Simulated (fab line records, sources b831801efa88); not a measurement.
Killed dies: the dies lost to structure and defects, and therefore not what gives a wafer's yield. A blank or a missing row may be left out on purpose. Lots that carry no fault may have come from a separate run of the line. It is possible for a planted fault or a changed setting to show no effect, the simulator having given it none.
fab line records | flow sky130
record: lots: 5 | wafers: 15 | last_day: 50
route steps=708 shown VIA4@645 PAD_OPEN@708
lots that met no fault: from a run of the same line without faults
start_h: hours from the record's first day to the start of the lot's first wafer shown | wait_h: hours from the lot's prior step to this one | " unchanged from the row above | L1.1+2: several wafers, shown together as one row | - no value present, or no start provided | * or withheld: withheld | < > ~ a bound
route shown NAME@n: names a module that has steps shown in the file, with the first one's number in the route | usual: mean/standard deviation taken from wafers without a fault | same: alike in all rows | chamber/n: place in a boat | sites: per-site readings | _std_site: the standard deviation of these | _edge_site: mean of outer sites minus mean of inner sites | radius_mm: how far each site lies from the wafer's centre | mask NAME#n: copy n | behind: the most recent tool/chamber to have shaped the wafer | hold: reason for holding the lot/hours on hold/outcome of the hold | device: the transistor (n, p or np) that didn't switch | end of line: tests of these same wafers at the route's end | where a step has no rows: the recipe by itself | killed: at the first sort, the dies lost to defects and structure; wafer yield is something else | map: per-die view of a wafer (x killed, . not killed, _ where there is no die)
set.NAME: the setting the step ran with; set.NAME@STEP: the setting that earlier step ran with | model.NAME: the simulator's own value behind a step, which no gauge read
certain route steps with their lots: each step a table, each wafer a row
services: a tool's chamber out of use, with start hour (start_h, from the record's first day; less than 0 if before it), hours out, and reason
== steps ==
step: SKY_VIA4_COAT_06
recipe: resist: NOVOLAK | spin_rpm: 3000 | resist_thk_nm: 1140
step: SKY_VIA4_SOFTBAKE_07
recipe: temp_c: 90 | time_s: 60 | resist: NOVOLAK
step: SKY_VIA4_EXPOSE_08
recipe: mask_id: VIM4 | na: 0.6 | source_shape: conventional | sigma_outer: 0.6 | polarization: unpolarized | target_cd_nm: 800 | dose_mj: 132
step: SKY_VIA4_PEB_09
recipe: temp_c: withheld | time_s: * | resist: NOVOLAK
step: SKY_VIA4_DEVELOP_10
recipe: resist: NOVOLAK | developer: TMAH | develop_time_s: 60 | dev_temp_c: 23
step: SKY_VIA4_OVL_MEAS_11
usual: VIA4_OVL: 0.8/0.98
lot.wafer | tool       | chamber | start_h | wait_h | VIA4_OVL[nm]
L609.2    | overlay-01 | -       | 1018.96 | 0.1    | -0.6
L609.5    | "          | -       | "       | "      | -0.4
L609.6    | "          | -       | "       | "      | -0.8
L614.1    | overlay-02 | -       | 1051.66 | 0.1    | 0.8
L614.2    | "          | -       | "       | "      | 0.9
L614.5    | "          | -       | "       | "      | 1.6
L616.1    | overlay-02 | -       | 1063.11 | 0.1    | 0.8
L616.3    | "          | -       | "       | "      | -0.3
L616.4    | "          | -       | "       | "      | 0.1
L626.3    | overlay-02 | -       | 1128.97 | 0.1    | 0.5
L626.4    | "          | -       | "       | "      | 0.3
L626.5    | "          | -       | "       | "      | 1.3
L630.2    | overlay-01 | -       | 1145.14 | 0.1    | 2.4
L630.4    | "          | -       | "       | "      | 1.3
L630.6    | "          | -       | "       | "      | 2.4
step: SKY_VIA4_ETCH_12
recipe: target: SiO2 | chemistry: C4F8/O2/Ar | stop_on: TiN | mask_material: NOVOLAK | source_w: 1500 | bias_w: 1200 | pressure_mtorr: 40 | c4f8_flow_sccm: withheld | O2_flow_sccm: 6 | Ar_flow_sccm: 300 | time_s: withheld | target_depth_a: 5800
usual: oes_product_au: 0.926/0.0046
lot.wafer | tool        | chamber | start_h | wait_h | oes_product_au
L609.2    | rie_diel-03 | 2       | 1018.99 | 0.0    | 0.929
L609.5    | "           | 0       | "       | "      | 0.928
L609.6    | "           | 1       | "       | "      | 0.924
L614.1    | rie_diel-03 | 3       | 1051.70 | 0.0    | 0.930
L614.2    | "           | 0       | "       | "      | 0.920
L614.5    | "           | 2       | "       | "      | 0.924
L616.1    | rie_diel-04 | 1       | 1063.15 | 0.0    | 0.930
L616.3    | "           | 0       | "       | "      | 0.921
L616.4    | "           | 2       | "       | "      | 0.927
L626.3    | rie_diel-01 | 0       | 1129.00 | 0.0    | 0.933
L626.4    | "           | 1       | "       | "      | 0.928
L626.5    | "           | 3       | "       | "      | 0.927
L630.2    | rie_diel-03 | 1       | 1145.17 | 0.0    | 0.922
L630.4    | "           | 1       | "       | "      | 0.930
L630.6    | "           | 3       | "       | "      | 0.925
step: SKY_VIA4_STRIP_13
recipe: chemistry: O2/N2 | power_w: 1400 | pressure_mtorr: 1500 | platen_temp_c: withheld | o2_flow_sccm: 3000 | n2_flow_sccm: 300 | overash_fraction: 0.5
usual: drypump_motor_current_A: 5.6/0.5 | oes_product_au: 0.709/0.0048 | strip_time_to_endpoint_s: 12.801/0.024
same: overash_fraction: 0.5
lot.wafer | tool            | chamber | start_h | wait_h | drypump_motor_current_A | oes_product_au | rf_hours_counter_h | strip_time_to_endpoint_s
L609.2    | plasma_asher-02 | 0       | 1019.06 | -      | 5.7                     | 0.704          | 92                 | 12.770
L609.5    | "               | 0       | "       | "      | 5.6                     | 0.703          | -                  | 12.757
L609.6    | "               | 1       | "       | "      | 5.3                     | 0.710          | -                  | 12.768
L614.1    | plasma_asher-01 | 0       | 1051.77 | -      | 6.5                     | 0.708          | 59                 | 12.829
L614.2    | "               | 1       | "       | "      | 6.1                     | 0.710          | 59                 | 12.783
L614.5    | "               | 0       | "       | "      | 6.5                     | 0.703          | -                  | 12.798
L616.1    | plasma_asher-04 | 0       | 1063.22 | -      | 6.0                     | 0.705          | 33                 | 12.782
L616.3    | "               | 0       | "       | "      | 6.0                     | 0.709          | -                  | 12.817
L616.4    | "               | 1       | "       | "      | 4.9                     | 0.708          | -                  | 12.773
L626.3    | plasma_asher-04 | 0       | 1129.10 | -      | 6.0                     | 0.704          | -                  | 12.824
L626.4    | "               | 1       | "       | "      | 4.9                     | 0.711          | -                  | 12.816
L626.5    | "               | 1       | "       | "      | 4.9                     | 0.716          | -                  | 12.792
L630.2    | plasma_asher-04 | 0       | 1145.25 | -      | 6.0                     | 0.713          | 41                 | 12.790
L630.4    | "               | 0       | "       | "      | 6.0                     | 0.711          | -                  | 12.772
L630.6    | "               | 1       | "       | "      | 4.9                     | 0.717          | -                  | 12.783
step: SKY_VIA4_STRIP_14
recipe: chemistry: post_etch_residue_remover | time_s: 1200 | temp_c: 72.5
step: SKY_VIA4_CLEAN_15
recipe: chemistry: IPA | time_s: 180 | temp_c: 25
step: SKY_VIA4_CLEAN_16
recipe: chemistry: O3/DIW | dry: n2_spin
step: SKY_VIA4_SPUTTER_17
recipe: material: TiN | target_thk_nm: 20 | chamber_pressure_pa: 5 | power_w: 4000 | time_s: 80
usual: throttle_valve_pct: 29.9/1
same: time_s: 80
lot.wafer | tool           | chamber | start_h | wait_h | throttle_valve_pct
L609.2    | pvd_sputter-03 | -       | 1019.65 | 0.0    | 31.2
L609.5    | "              | -       | "       | "      | 29.5
L609.6    | "              | -       | "       | "      | 31.2
L614.1    | pvd_sputter-03 | -       | 1052.39 | 0.0    | 29.4
L614.2    | "              | -       | "       | "      | 30.8
L614.5    | "              | -       | "       | "      | 30.1
L616.1    | pvd_sputter-04 | -       | 1063.82 | 0.0    | 30.9
L616.3    | "              | -       | "       | "      | 29.2
L616.4    | "              | -       | "       | "      | 28.2
L626.3    | pvd_sputter-04 | -       | 1129.66 | 0.0    | 30.8
L626.4    | "              | -       | "       | "      | 28.2
L626.5    | "              | -       | "       | "      | 30.4
L630.2    | pvd_sputter-04 | -       | 1145.84 | 0.0    | 29.4
L630.4    | "              | -       | "       | "      | 30.2
L630.6    | "              | -       | "       | "      | 29.4
step: SKY_VIA4_CVD_18
recipe: material: W | target_thk_nm: 505 | time_s: 152.14 | temp_c: 400 | pressure_torr: 40
usual: chamber_pressure_Torr: 39.99/0.087 | heater_power_w: 856/70
same: time_s: 152.14
lot.wafer | tool     | chamber | start_h | wait_h | chamber_pressure_Torr | heater_power_w | model.W_of_VIA4_CVD_18.thk_nm
L609.2    | cvd_w-01 | 1       | 1019.71 | 0.0    | 39.89                 | 961            | 508.9
L609.5    | "        | 0       | "       | "      | 40.12                 | 779            | 507.4
L609.6    | "        | 1       | "       | "      | 40.03                 | 945            | 505.1
L614.1    | cvd_w-02 | 1       | 1052.45 | 0.0    | 39.88                 | 888            | 508.1
L614.2    | "        | 0       | "       | "      | 39.87                 | 809            | 497.8
L614.5    | "        | 1       | "       | "      | 39.93                 | 866            | 502.7
L616.1    | cvd_w-01 | 0       | 1063.88 | 0.0    | 40.17                 | 764            | 513.2
L616.3    | "        | 0       | "       | "      | 40.07                 | 786            | 512.4
L616.4    | "        | 1       | "       | "      | 39.87                 | 950            | 508.4
L626.3    | cvd_w-01 | 0       | 1129.77 | 0.1    | 38.41                 | 753            | 497.5
L626.4    | "        | 1       | "       | "      | 40.02                 | 954            | 508.6
L626.5    | "        | 0       | "       | "      | 38.54                 | 760            | 496.2
L630.2    | cvd_w-02 | 1       | 1145.95 | 0.1    | 39.99                 | 882            | 504.9
L630.4    | "        | 1       | "       | "      | 39.97                 | 889            | 500.1
L630.6    | "        | 1       | "       | "      | 39.92                 | 861            | 508.3
step: SKY_VIA4_RS_MEAS_19
recipe: thk_meas_gauge: four-point-probe | reads: W_of_VIA4_CVD_18+TiN_of_VIA4_SPUTTER_17
usual: VIA4_W_RS: 0.2257/0.002
lot.wafer | tool          | chamber | start_h | wait_h | VIA4_W_RS[ohm/sq]
L609.2    | film_metro-04 | -       | 1019.89 | 0.1    | 0.2243
L609.5    | "             | -       | "       | "      | 0.2251
L609.6    | "             | -       | "       | "      | 0.2262
L614.1    | film_metro-03 | -       | 1052.61 | 0.1    | 0.2247
L614.2    | "             | -       | "       | "      | 0.2299
L614.5    | "             | -       | "       | "      | 0.2268
L616.1    | film_metro-03 | -       | 1064.03 | 0.1    | 0.2226
L616.3    | "             | -       | "       | "      | 0.2226
L616.4    | "             | -       | "       | "      | 0.2247
L626.3    | film_metro-01 | -       | 1129.91 | 0.1    | 0.2294
L626.4    | "             | -       | "       | "      | 0.2244
L626.5    | "             | -       | "       | "      | 0.2300
L630.2    | film_metro-04 | -       | 1146.22 | 0.2    | 0.2268
L630.4    | "             | -       | "       | "      | 0.2284
L630.6    | "             | -       | "       | "      | 0.2250
step: SKY_PAD_OPEN_PROBE_99
usual: defect_limited_yield: 82.4/2.2 | killed_at_M0_to_M3: 44/6.8 | killed_at_M4_up: 3.1/1.9 | killed_at_contacts: 25/5.9 | killed_at_front_end: 15/4.3 | killed_at_other: 0.2/0.51 | killed_dies: 87/11 | killed_open: 47/7.9 | killed_short: 39/6.4 | sort_bin_3_pad_short: 0.9/0.44 | sort_bin_5_function: 10.3/1.5 | sort_bin_6_memory: 6.4/1.4 | sort_n_pass: 405/11 | sort_yield_pct: 82.4/2.2
same: gross_dies: 492 | killed_at_back_side: 0 | sort_bin_4_leakage[%]: 0 | sort_bin_8_speed[%]: 0
lot.wafer | tool      | chamber | start_h | wait_h | defect_limited_yield[%] | killed_at_M0_to_M3 | killed_at_M4_up | killed_at_contacts | killed_at_front_end | killed_at_other | killed_dies | killed_open | killed_short | sort_bin_3_pad_short[%] | sort_bin_5_function[%] | sort_bin_6_memory[%] | sort_n_pass | sort_yield_pct[%]
L609.2    | prober-01 | -       | 1095.47 | 0.1    | 84.8                    | 37                 | 9               | 17                 | 12                  | 0               | 75          | 49          | 26           | 0.2                     | 8.7                    | 6.3                  | 417         | 84.8
L609.5    | prober-01 | -       | 1095.62 | 0.2    | 85.4                    | 39                 | 6               | 19                 | 8                   | 0               | 72          | 33          | 39           | 0.6                     | 10.8                   | 3.3                  | 420         | 85.4
L609.6    | prober-01 | -       | 1095.67 | 0.2    | 83.9                    | 52                 | 3               | 14                 | 9                   | 1               | 79          | 47          | 32           | 0.8                     | 8.7                    | 6.5                  | 413         | 83.9
L614.1    | prober-02 | -       | 1120.34 | 0.1    | 82.7                    | 44                 | 3               | 28                 | 10                  | 0               | 85          | 49          | 36           | 1.0                     | 8.7                    | 7.5                  | 407         | 82.7
L614.2    | prober-02 | -       | 1120.39 | 0.1    | 86.0                    | 34                 | 2               | 20                 | 11                  | 2               | 69          | 40          | 29           | 0.8                     | 8.7                    | 4.5                  | 423         | 86.0
L614.5    | prober-02 | -       | 1120.54 | 0.2    | 81.1                    | 48                 | 2               | 29                 | 14                  | 0               | 93          | 55          | 38           | 0.2                     | 10.8                   | 7.9                  | 399         | 81.1
L626.3    | prober-01 | -       | 1186.37 | 0.2    | 84.1                    | 32                 | 1               | 24                 | 21                  | 0               | 78          | 39          | 39           | 0.6                     | 9.6                    | 5.7                  | 414         | 84.1
L626.4    | prober-01 | -       | 1186.42 | 0.2    | 83.5                    | 45                 | 4               | 23                 | 9                   | 0               | 81          | 41          | 40           | 0.8                     | 9.3                    | 6.3                  | 411         | 83.5
L626.5    | prober-01 | -       | 1186.47 | 0.2    | 84.1                    | 47                 | 4               | 17                 | 10                  | 0               | 78          | 52          | 26           | 0                       | 9.3                    | 6.5                  | 414         | 84.1
L630.2    | prober-02 | -       | 1200.59 | 0.1    | 86.0                    | 32                 | 3               | 23                 | 11                  | 0               | 69          | 31          | 38           | 1.4                     | 8.3                    | 4.3                  | 423         | 86.0
L630.4    | prober-02 | -       | 1200.69 | 0.2    | 82.1                    | 44                 | 5               | 26                 | 13                  | 0               | 88          | 45          | 43           | 0.8                     | 13.0                   | 4.1                  | 404         | 82.1
L630.6    | prober-02 | -       | 1200.79 | 0.2    | 83.5                    | 38                 | 3               | 25                 | 15                  | 0               | 81          | 39          | 42           | 0.6                     | 10.6                   | 5.3                  | 411         | 83.5
killed by level:class
L609.2 VIA3:geometric_particle:open=10 VIA1:geometric_particle:open=8 CONTACT:geometric_particle:open=8 VIA2:geometric_particle:open=6 POLY_GATE:geometric_particle:short=5 LI_CONTACT:geometric_particle:open=5 METAL4:geometric_particle:short=5 VIA1:geometric_particle:short=4
L609.5 CONTACT:geometric_particle:open=7 VIA1:geometric_particle:open=6 VIA1:geometric_particle:short=6 VIA2:geometric_particle:open=6 METAL1:geometric_particle:short=6 LI_CONTACT:geometric_particle:open=5 VIA3:geometric_particle:short=5 METAL4:geometric_particle:short=5
L609.6 VIA1:geometric_particle:open=13 VIA2:geometric_particle:open=11 METAL1:geometric_particle:short=9 VIA3:geometric_particle:open=6 METAL2:geometric_particle:short=5 CONTACT:geometric_particle:open=5 FIELD_ISO:geometric_particle:short=4 LI_CONTACT:geometric_particle:open=4
L614.1 CONTACT:geometric_particle:open=15 VIA1:geometric_particle:open=9 LI_CONTACT:geometric_particle:open=7 METAL1:geometric_particle:short=6 VIA1:geometric_particle:short=6 VIA2:geometric_particle:open=6 METAL2:geometric_particle:short=4 VIA3:geometric_particle:open=4
L614.2 VIA1:geometric_particle:open=9 CONTACT:geometric_particle:open=9 METAL2:geometric_particle:short=6 POLY_GATE:geometric_particle:open=5 VIA3:geometric_particle:open=5 LI_CONTACT:geometric_particle:open=4 CONTACT:geometric_particle:short=3 VIA1:geometric_particle:short=3
L614.5 VIA1:geometric_particle:open=15 FIELD_ISO:geometric_particle:open=9 LI_CONTACT:geometric_particle:open=9 CONTACT:geometric_particle:open=8 VIA2:geometric_particle:open=8 METAL2:geometric_particle:short=7 CONTACT:geometric_particle:short=6 LOCAL_INTERCONNECT:geometric_particle:short=4
L626.3 CONTACT:geometric_particle:open=10 LI_CONTACT:geometric_particle:open=6 VIA1:geometric_particle:open=6 POLY_GATE:geometric_particle:open=5 POLY_GATE:geometric_particle:short=5 METAL2:geometric_particle:short=5 VIA1:geometric_particle:short=5 VIA2:geometric_particle:short=5
L626.4 CONTACT:geometric_particle:open=12 VIA3:geometric_particle:open=7 METAL2:geometric_particle:short=6 METAL1:geometric_particle:short=6 VIA2:geometric_particle:open=6 VIA1:geometric_particle:short=6 CONTACT:geometric_particle:short=5 VIA1:geometric_particle:open=5
L626.5 VIA1:geometric_particle:open=13 CONTACT:geometric_particle:open=10 VIA2:geometric_particle:open=9 VIA3:geometric_particle:open=8 METAL2:geometric_particle:short=4 FIELD_ISO:geometric_particle:open=3 LOCAL_INTERCONNECT:geometric_particle:short=3 VIA1:geometric_particle:short=3
L630.2 LI_CONTACT:geometric_particle:open=7 CONTACT:geometric_particle:open=6 VIA1:geometric_particle:open=6 VIA1:geometric_particle:short=5 LI_CONTACT:geometric_particle:short=4 VIA3:geometric_particle:open=4 METAL2:geometric_particle:short=4 VIA3:geometric_particle:short=4
L630.4 VIA1:geometric_particle:open=15 LI_CONTACT:geometric_particle:open=7 CONTACT:geometric_particle:short=6 VIA1:geometric_particle:short=5 VIA3:geometric_particle:open=5 METAL4:geometric_particle:short=5 LI_CONTACT:geometric_particle:short=4 CONTACT:geometric_particle:open=4
L630.6 VIA1:geometric_particle:open=9 POLY_GATE:geometric_particle:short=8 LI_CONTACT:geometric_particle:open=8 VIA3:geometric_particle:open=7 CONTACT:geometric_particle:open=6 METAL2:geometric_particle:short=5 VIA1:geometric_particle:short=5 FIELD_ISO:geometric_particle:open=4
== services ==
tool            | chamber | start_h | hours | kind
cvd_w-02        | -       | 998.87  | 2.8   | pm
pvd_sputter-04  | 0       | 1008.71 | -     | consumable_replace:kit
pvd_sputter-04  | 0       | 1008.71 | 18.0  | scheduled_down
pvd_sputter-04  | 0       | 1008.71 | 18.0  | vent_cycle
rie_diel-04     | 3       | 1011.96 | 5.6   | repair
cvd_w-02        | 1       | 1032.00 | 2.6   | repair
rie_diel-04     | -       | 1036.67 | 2.8   | pm
rie_diel-03     | -       | 1037.78 | 0.3   | repair
plasma_asher-04 | -       | 1040.36 | 2.8   | pm
pvd_sputter-03  | -       | 1045.19 | 3.9   | repair
rie_diel-03     | -       | 1045.55 | 4.3   | pm
plasma_asher-01 | -       | 1075.31 | 0.6   | repair
plasma_asher-02 | -       | 1077.12 | 2.8   | pm
rie_diel-03     | 2       | 1084.44 | 4.4   | repair
cvd_w-01        | -       | 1106.20 | 1.4   | repair
pvd_sputter-03  | 0       | 1118.14 | -     | consumable_replace:kit
rie_diel-03     | 0       | 1124.87 | -     | clean
rie_diel-03     | 0       | 1124.87 | 28.6  | scheduled_down
rie_diel-03     | 0       | 1124.87 | 28.6  | vent_cycle
pvd_sputter-04  | 3       | 1127.07 | -     | consumable_replace:kit
pvd_sputter-04  | 3       | 1127.07 | 18.0  | scheduled_down
pvd_sputter-04  | 3       | 1127.07 | 18.0  | vent_cycle
rie_diel-01     | 2       | 1134.20 | 6.6   | repair
cvd_w-02        | 0       | 1144.90 | 7.1   | repair
== key ==
first_sign: step: SKY_VIA4_CVD_18 | reading: chamber_pressure_Torr | direction: down | sigmas: 17 | usual: 39.99 | struck: 38.48
effect none on later readings
model_effect: step: SKY_VIA4_CVD_18 | value: W_of_VIA4_CVD_18.thk_nm | without: 506.8 | struck: 496.9
met_at SKY_VIA4_CVD_18
struck_wafers L626.3,L626.5
onset_between 1063.88 1129.77
fault: kind: process_parameter_drift | tool: cvd_w-01 | chamber: 0 | onset_h: 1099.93 | steps: SKY_VIA4_CVD_18 | channel: pressure_torr | offset: -1.552 | shape: step | end_h: 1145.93 | acts_in: these_recipes_only | stated: 40
